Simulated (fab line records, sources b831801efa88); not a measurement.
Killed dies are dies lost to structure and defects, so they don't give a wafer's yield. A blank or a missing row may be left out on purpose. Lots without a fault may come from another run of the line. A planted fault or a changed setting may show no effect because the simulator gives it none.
fab line records | flow sky130
record lots=6 wafers=18 last_day=50
route steps=708 shown SONOS_TUNNEL@156 SONOS_ONO@168 PAD_OPEN@708
lots that met no fault: from a run of the same line without faults
start_h: hours from the record's first day to the start of the lot's first wafer shown | wait_h: hours since the lot's step before | " the same as in the row above | L1.1+2: a row that stands for several wafers | - no value, or no start given | * or withheld: withheld | < > ~ a bound
route shown NAME@n: a module of which the file shows steps, and the number in the route of the first | usual: mean/standard deviation of fault-free wafers | same: alike in all rows | chamber/n: place in a boat | sites: the reading at each site | _std_site: their standard deviation | _edge_site: outer sites' mean less inner sites' | radius_mm: how far each site lies from the wafer's centre | mask NAME#n: copy n | behind: the tool/chamber that last shaped the wafer | hold: why the lot was held/for how many hours/how that ended | device: the transistor (n, p or np) that didn't switch | end of line: the same wafers' tests at the end of the route | a step without rows: its recipe alone | killed: dies lost to structure and defects at the first sort, not the wafer's yield | map: a wafer's dies, x killed, . not, _ none there
set.NAME: the setting as run; set.NAME@STEP: as run at that earlier step | model.NAME: the simulator's own value behind a step, which no gauge read
lots at some steps of the route; a table a step, a row a wafer
services: from which hour (start_h, from the record's first day; less than 0 if before it) a tool's chamber was out of use, for how many hours, and why
## steps
# step SKY_SONOS_TUNNEL_COAT_02
# recipe resist=NOVOLAK spin_rpm=3000 resist_thk_nm=1140
# step SKY_SONOS_TUNNEL_SOFTBAKE_03
# recipe temp_c=90 time_s=60 resist=NOVOLAK
# step SKY_SONOS_TUNNEL_EXPOSE_04
# recipe mask_id=TUNM na=0.6 source_shape=conventional sigma_outer=0.6 polarization=unpolarized target_cd_nm=410 dose_mj=136
# step SKY_SONOS_TUNNEL_PEB_05
# recipe temp_c=withheld time_s=* resist=NOVOLAK
# step SKY_SONOS_TUNNEL_DEVELOP_06
# recipe resist=NOVOLAK developer=TMAH develop_time_s=60 dev_temp_c=23
# step SKY_SONOS_TUNNEL_CD_MEAS_07
# recipe target_cd_nm=410
# usual cd_nm=410.0/2.4
# columns lot.wafer tool chamber start_h wait_h cd_nm
L328.2 cd_sem-02 - 276.69 0.1 409.5
L328.4 " - " " 411.5
L328.6 " - " " 410.6
L329.2 cd_sem-01 - 290.05 0.1 408.8
L329.3 " - " " 405.6
L329.4 " - " " 405.2
L331.1 cd_sem-01 - 295.92 0.1 404.9
L331.2 " - " " 406.8
L331.6 " - " " 407.9
L340.3 cd_sem-01 - 394.37 0.1 412.3
L340.4 " - " " 409.4
L340.6 " - " " 410.7
L341.2 cd_sem-01 - 404.60 0.1 413.5
L341.4 " - " " 410.9
L341.5 " - " " 410.1
L347.2 cd_sem-02 - 431.94 0.1 408.5
L347.4 " - " " 409.1
L347.5 " - " " 410.7
# step SKY_SONOS_TUNNEL_OVL_MEAS_08
# usual SONOS_TUNNEL_OVL=0.3/1.3
# columns lot.wafer tool chamber start_h wait_h SONOS_TUNNEL_OVL[nm]
L328.2 overlay-01 - 276.79 0.1 -1.4
L328.4 " - " " -0.9
L328.6 " - " " 0.9
L329.2 overlay-01 - 290.16 0.1 -1.1
L329.3 " - " " -0.5
L329.4 " - " " 1.1
L331.1 overlay-01 - 296.04 0.1 1.6
L331.2 " - " " 1.0
L331.6 " - " " 1.7
L340.3 overlay-02 - 394.47 0.1 -1.1
L340.4 " - " " -0.4
L340.6 " - " " 0.6
L341.2 overlay-01 - 404.71 0.1 1.9
L341.4 " - " " -2.3
L341.5 " - " " 1.9
L347.2 overlay-01 - 432.05 0.1 -1.9
L347.4 " - " " -0.2
L347.5 " - " " -3.4
# step SKY_SONOS_TUNNEL_IMPLANT_09
# recipe species=B energy_kev=20 dose_cm2=1e+12 tilt_deg=withheld
# step SKY_SONOS_TUNNEL_WET_ETCH_10
# recipe chemistry=dHF target_depth_nm=14 target=SiO2 dilution=100:1 temp_c=25 time_s=280
# step SKY_SONOS_TUNNEL_STRIP_11
# recipe chemistry=SPM time_s=600 temp_c=130
# step SKY_SONOS_TUNNEL_TW_MEAS_12
# usual SONOS_TUNNEL_TW=198.0/2.4
# columns lot.wafer tool chamber start_h wait_h SONOS_TUNNEL_TW
L328.2 film_metro-01 - 277.33 0.0 197.2
L328.4 " - " " 197.8
L328.6 " - " " 198.0
L329.2 film_metro-01 - 290.62 0.0 200.3
L329.3 " - " " 199.6
L329.4 " - " " 200.2
L331.1 film_metro-02 - 296.48 0.0 201.4
L331.2 " - " " 202.5
L331.6 " - " " 201.5
L340.3 film_metro-04 - 394.95 0.0 195.0
L340.4 " - " " 194.7
L340.6 " - " " 195.2
L341.2 film_metro-04 - 405.26 0.0 194.3
L341.4 " - " " 194.5
L341.5 " - " " 194.6
L347.2 film_metro-01 - 432.51 0.0 198.1
L347.4 " - " " 199.4
L347.5 " - " " 198.7
# step SKY_SONOS_TUNNEL_CLEAN_13
# recipe chemistry=dHF time_s=20 dilution=100:1 dry=ipa_marangoni
# step SKY_SONOS_ONO_OXIDATION_00
# recipe temp_c=800 ambient=O2 idle_temp_c=700 ramp_up_c_per_min=10 ramp_down_c_per_min=3 stabilise_s=600 purge_s=300 target_thk_a=26 ox_time_s=1249
# usual spike_tc_centre_C=799.0/0.99 spike_tc_top_C=810.6/1.1 zone_power_centre_pct=13.5/1.2
# same purge_s=300
# columns lot.wafer tool chamber start_h wait_h spike_tc_centre_C spike_tc_top_C zone_power_centre_pct model.SiO2_of_SONOS_ONO_OXIDATION_00.thk_nm
L328.2 furnace-01 0 278.06 0.7 799.7 808.5 14.9 2.528
L328.4 " 0 " " 802.1 811.8 15.2 2.576
L328.6 " 0 " " 799.2 811.4 14.9 2.531
L329.2 furnace-02 0 291.02 0.3 799.0 810.1 12.9 2.529
L329.3 " 0 " " 798.6 811.0 12.6 2.547
L329.4 " 0 " " 798.8 810.7 12.7 2.518
L331.1 furnace-01 0 298.03 1.5 800.1 811.8 15.0 2.575
L331.2 " 0 " " 797.3 810.7 15.1 2.563
L331.6 " 0 " " 799.6 810.1 14.9 2.557
L340.3 furnace-02 0 395.13 0.1 799.1 811.7 12.7 3.031
L340.4 " 0 " " 798.4 810.0 12.7 2.967
L340.6 " 0 " " 799.0 810.1 12.7 2.986
L341.2 furnace-02 0 406.64 1.3 798.0 811.1 12.7 2.936
L341.4 " 0 " " 798.9 811.0 12.7 2.937
L341.5 " 0 " " 797.4 809.4 12.6 2.907
L347.2 furnace-01 0 433.43 0.8 798.7 811.0 14.9 2.553
L347.4 " 0 " " 798.7 809.1 15.1 2.557
L347.5 " 0 " " 797.9 812.1 14.8 2.577
# step SKY_SONOS_ONO_THK_MEAS_01
# recipe reads=SiO2_of_SONOS_ONO_OXIDATION_00
# usual SONOS_ONO_OXIDATION_THK=2.57/0.056
# columns lot.wafer tool chamber start_h wait_h hold SONOS_ONO_OXIDATION_THK[nm]
L328.2 film_metro-03 - 279.41 0.0 - 2.56
L328.4 " - " " - 2.61
L328.6 " - " " - 2.46
L329.2 film_metro-03 - 292.37 0.0 - 2.54
L329.3 " - " " - 2.52
L329.4 " - " " - 2.56
L331.1 film_metro-01 - 299.37 0.0 - 2.57
L331.2 " - " " - 2.56
L331.6 " - " " - 2.60
L340.3 film_metro-02 - 396.49 0.0 await_dispo/0.2h/release 3.01
L340.4 " - " " await_dispo/0.2h/release 2.93
L340.6 " - " " await_dispo/0.2h/release 2.94
L340.3 film_metro-02 - 396.72 0.2 - 3.02
L340.4 " - " " - 2.92
L340.6 " - " " - 3.01
L341.2 film_metro-03 - 407.99 0.0 await_dispo/0.2h/release 2.90
L341.4 " - " " await_dispo/0.2h/release 2.98
L341.5 " - " " await_dispo/0.2h/release 2.93
L341.2 film_metro-03 - 408.22 0.2 - 2.91
L341.4 " - " " - 2.91
L341.5 " - " " - 2.88
L347.2 film_metro-03 - 434.79 0.0 - 2.54
L347.4 " - " " - 2.61
L347.5 " - " " - 2.49
# step SKY_PAD_OPEN_PROBE_99
# usual killed_at_M0_to_M3=43/6.2 killed_at_M4_up=2.8/1.7 killed_at_contacts=24/4.8 killed_at_front_end=15/4.3 killed_at_other=0.3/0.55 killed_dies=85/8.4 killed_open=46/6.7 killed_short=38/6.2
# same gross_dies=492 killed_at_back_side=0
# columns lot.wafer tool chamber start_h wait_h killed_at_M0_to_M3 killed_at_M4_up killed_at_contacts killed_at_front_end killed_at_other killed_dies killed_open killed_short model.etest.sonos_erased.drive_ua_um model.etest.cap_ono.gate_log10_a_cm2 model.etest.cap_ono.gate_bv_v model.etest.sonos_erased.vt_v model.etest.cap_ono.tox_acc_nm model.etest.sonos_programmed.vt_v model.etest.sonos_baked.vt_less_v
L328.2 prober-01 - 1097.38 0.1 41 2 28 8 0 79 42 36 192.5 -7.825 16 -2.338 12.73 1.504 -0.5413
L328.4 prober-01 - 1097.48 0.2 50 2 16 16 2 86 51 35 203.2 -7.816 16.05 -2.328 12.77 1.519 -0.5324
L328.6 prober-01 - 1097.58 0.2 40 7 35 15 1 98 44 54 198.8 -7.834 16.3 -2.339 12.74 1.507 -0.4994
L329.2 prober-02 - 1102.19 0.1 38 2 18 17 3 78 42 36 202.6 -7.839 16.57 -2.329 12.83 1.528 -0.5642
L329.3 prober-02 - 1102.24 0.2 37 8 20 13 0 78 40 38 188.9 -7.862 16.54 -2.289 12.79 1.493 -0.515
L329.4 prober-02 - 1102.29 0.2 53 5 20 19 0 97 53 44 195.3 -7.951 16.77 -2.304 12.82 1.464 -0.5242
L331.1 prober-02 - 1113.63 0.1 46 3 17 14 0 80 49 31 187 -7.569 16.04 -2.354 12.69 1.54 -0.5703
L331.2 prober-02 - 1113.68 0.1 39 2 24 12 1 78 50 27 214.2 -7.673 15.88 -2.374 12.67 1.506 -0.4791
L331.6 prober-02 - 1113.88 0.2 42 4 20 7 0 73 37 35 214.3 -7.531 16.21 -2.41 12.54 1.642 -0.6089
L340.3 prober-01 - 1171.99 0.2 51 1 30 15 0 97 52 45 136.4 -8.389 16.8 -1.792 13.19 1.343 -0.3601
L340.4 prober-01 - 1172.04 0.2 42 2 21 14 0 79 48 31 165.1 -8.242 16.58 -1.927 13.17 1.347 -0.3831
L340.6 prober-01 - 1172.14 0.2 45 3 26 7 1 82 37 44 147.4 -8.36 16.76 -1.858 13.18 1.336 -0.3599
L341.2 prober-02 - 1190.58 0.1 53 2 28 6 1 90 48 42 170 -8.215 16.43 -1.999 13.02 1.436 -0.4227
L341.4 prober-02 - 1190.68 0.2 48 7 25 14 1 95 43 52 147 -8.286 16.83 -1.898 13.22 1.37 -0.4002
L341.5 prober-02 - 1190.73 0.2 41 3 22 20 1 87 47 39 159.2 -8.264 16.91 -1.973 13.12 1.434 -0.4019
L347.2 prober-01 - 1197.98 0.1 42 2 30 9 1 84 48 36 203.7 -7.993 16.49 -2.299 12.9 1.423 -0.5336
L347.4 prober-01 - 1198.08 0.2 45 1 20 9 0 75 45 30 204.8 -7.928 16.13 -2.293 12.91 1.461 -0.5552
L347.5 prober-01 - 1198.13 0.2 36 2 28 21 0 87 51 36 195 -7.844 16.61 -2.29 12.83 1.47 -0.5132
# killed by level:class
L328.2 CONTACT:geometric_particle:open=9 LOCAL_INTERCONNECT:geometric_particle:short=8 VIA3:geometric_particle:open=8 METAL2:geometric_particle:short=7 VIA1:geometric_particle:open=7 VIA2:geometric_particle:open=6 CONTACT:geometric_particle:short=5 LI_CONTACT:geometric_particle:open=4
L328.4 VIA1:geometric_particle:open=14 VIA3:geometric_particle:open=8 METAL2:geometric_particle:short=6 VIA2:geometric_particle:open=6 FIELD_ISO:geometric_particle:short=5 POLY_GATE:geometric_particle:open=4 LI_CONTACT:geometric_particle:open=4 CONTACT:geometric_particle:open=4
L328.6 LI_CONTACT:geometric_particle:open=10 METAL1:geometric_particle:short=8 VIA3:geometric_particle:open=8 CONTACT:geometric_particle:open=7 LI_CONTACT:geometric_particle:short=7 VIA1:geometric_particle:open=7 LOCAL_INTERCONNECT:geometric_particle:short=6 METAL2:geometric_particle:short=6
L329.2 VIA2:geometric_particle:open=11 FIELD_ISO:geometric_particle:short=5 POLY_GATE:geometric_particle:open=5 CONTACT:geometric_particle:open=5 CONTACT:geometric_particle:short=4 METAL1:geometric_particle:short=4 METAL2:geometric_particle:short=4 FIELD_ISO:geometric_particle:open=3
L329.3 VIA1:geometric_particle:open=8 LI_CONTACT:geometric_particle:open=7 METAL4:geometric_particle:short=6 FIELD_ISO:geometric_particle:open=5 METAL1:geometric_particle:short=5 METAL2:geometric_particle:open=5 VIA2:geometric_particle:open=5 POLY_GATE:geometric_particle:short=4
L329.4 VIA2:geometric_particle:open=13 METAL2:geometric_particle:short=11 CONTACT:geometric_particle:open=10 VIA3:geometric_particle:open=7 FIELD_ISO:geometric_particle:open=6 VIA1:geometric_particle:open=6 FIELD_ISO:geometric_particle:short=5 METAL4:geometric_particle:short=5
L331.1 VIA1:geometric_particle:open=18 VIA2:geometric_particle:open=8 METAL1:geometric_particle:short=7 LI_CONTACT:geometric_particle:open=5 CONTACT:geometric_particle:open=5 POLY_GATE:geometric_particle:open=4 POLY_GATE:geometric_particle:short=4 METAL2:geometric_particle:short=4
L331.2 VIA1:geometric_particle:open=12 LOCAL_INTERCONNECT:geometric_particle:short=7 VIA3:geometric_particle:open=7 CONTACT:geometric_particle:open=6 VIA2:geometric_particle:open=6 POLY_GATE:geometric_particle:open=4 CONTACT:geometric_particle:short=4 METAL2:geometric_particle:short=4
L331.6 CONTACT:geometric_particle:open=10 VIA1:geometric_particle:open=9 VIA1:geometric_particle:short=6 VIA3:geometric_particle:open=6 METAL1:geometric_particle:short=5 LI_CONTACT:geometric_particle:open=4 VIA3:geometric_particle:short=4 METAL2:geometric_particle:short=3
L340.3 VIA1:geometric_particle:open=11 METAL2:geometric_particle:short=10 CONTACT:geometric_particle:open=8 LI_CONTACT:geometric_particle:open=7 POLY_GATE:geometric_particle:open=6 CONTACT:geometric_particle:short=6 LI_CONTACT:geometric_particle:short=5 VIA1:geometric_particle:short=5
L340.4 VIA3:geometric_particle:open=11 VIA1:geometric_particle:open=9 LI_CONTACT:geometric_particle:open=8 METAL2:geometric_particle:short=8 CONTACT:geometric_particle:open=5 FIELD_ISO:geometric_particle:short=4 POLY_GATE:geometric_particle:open=4 METAL3:geometric_particle:short=4
L340.6 VIA1:geometric_particle:open=10 LI_CONTACT:geometric_particle:open=7 LOCAL_INTERCONNECT:geometric_particle:short=6 VIA2:geometric_particle:open=6 VIA2:geometric_particle:short=6 VIA1:geometric_particle:short=5 CONTACT:geometric_particle:short=5 METAL2:geometric_particle:short=5
L341.2 VIA1:geometric_particle:open=12 CONTACT:geometric_particle:open=11 METAL1:geometric_particle:short=8 VIA3:geometric_particle:open=8 CONTACT:geometric_particle:short=6 LI_CONTACT:geometric_particle:open=6 METAL3:geometric_particle:short=5 LOCAL_INTERCONNECT:geometric_particle:short=4
L341.4 CONTACT:geometric_particle:open=9 METAL1:geometric_particle:short=8 VIA1:geometric_particle:open=8 CONTACT:geometric_particle:short=6 VIA1:geometric_particle:short=6 VIA3:geometric_particle:open=6 LI_CONTACT:geometric_particle:open=5 VIA2:geometric_particle:short=4
L341.5 LI_CONTACT:geometric_particle:open=9 VIA3:geometric_particle:open=9 VIA1:geometric_particle:open=7 FIELD_ISO:geometric_particle:short=5 POLY_GATE:geometric_particle:short=5 CONTACT:geometric_particle:open=5 METAL2:geometric_particle:short=4 METAL1:geometric_particle:short=4
L347.2 CONTACT:geometric_particle:open=12 VIA3:geometric_particle:open=10 VIA1:geometric_particle:open=8 LI_CONTACT:geometric_particle:open=8 VIA1:geometric_particle:short=6 METAL1:geometric_particle:short=5 LI_CONTACT:geometric_particle:short=4 CONTACT:geometric_particle:short=4
L347.4 VIA1:geometric_particle:open=8 VIA2:geometric_particle:open=8 LI_CONTACT:geometric_particle:open=7 VIA3:geometric_particle:open=7 METAL2:geometric_particle:short=6 FIELD_ISO:geometric_particle:short=5 CONTACT:geometric_particle:open=5 METAL1:geometric_particle:short=4
L347.5 CONTACT:geometric_particle:open=12 VIA1:geometric_particle:open=9 LI_CONTACT:geometric_particle:open=7 VIA3:geometric_particle:open=7 SPACER:geometric_particle:short=6 METAL1:geometric_particle:short=6 LI_CONTACT:geometric_particle:short=5 FIELD_ISO:geometric_particle:open=4
## services
# columns tool chamber start_h hours kind
furnace-02 - 258.17 3.4 pm
furnace-01 - 337.00 3.9 pm
furnace-02 - 402.41 2.8 pm
furnace-01 - 410.24 3.5 pm
## key
first_sign step=SKY_SONOS_ONO_THK_MEAS_01 reading=visit direction=added
effect step=SKY_SONOS_ONO_THK_MEAS_01 reading=SONOS_ONO_OXIDATION_THK direction=up sigmas=6.8 usual=2.57 struck=2.95
model_effect step=SKY_SONOS_ONO_OXIDATION_00 value=SiO2_of_SONOS_ONO_OXIDATION_00.thk_nm without=2.58 struck=2.961
model_effect step=SKY_PAD_OPEN_PROBE_99 value=etest.sonos_erased.drive_ua_um without=198.7 struck=154.2
met_at SKY_SONOS_ONO_OXIDATION_00
struck_wafers L340.3,L340.4,L340.6,L341.2,L341.4,L341.5
tester_left_out L340,L341
onset_between 291.02 395.13
fault kind=process_parameter_drift tool=furnace-02 chamber=- onset_h=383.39 steps=SKY_SONOS_ONO_OXIDATION_00 channel=ox_time_s offset=* shape=step end_h=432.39 acts_in=* stated=*
# tester_left_out: of these lots the tester's yield and bins aren't shown, on N5 and GAA mostly nor the transistor test; their killed dies are dies lost to structure and defects alone, not to doping, threshold or leakage, so they don't give the yield
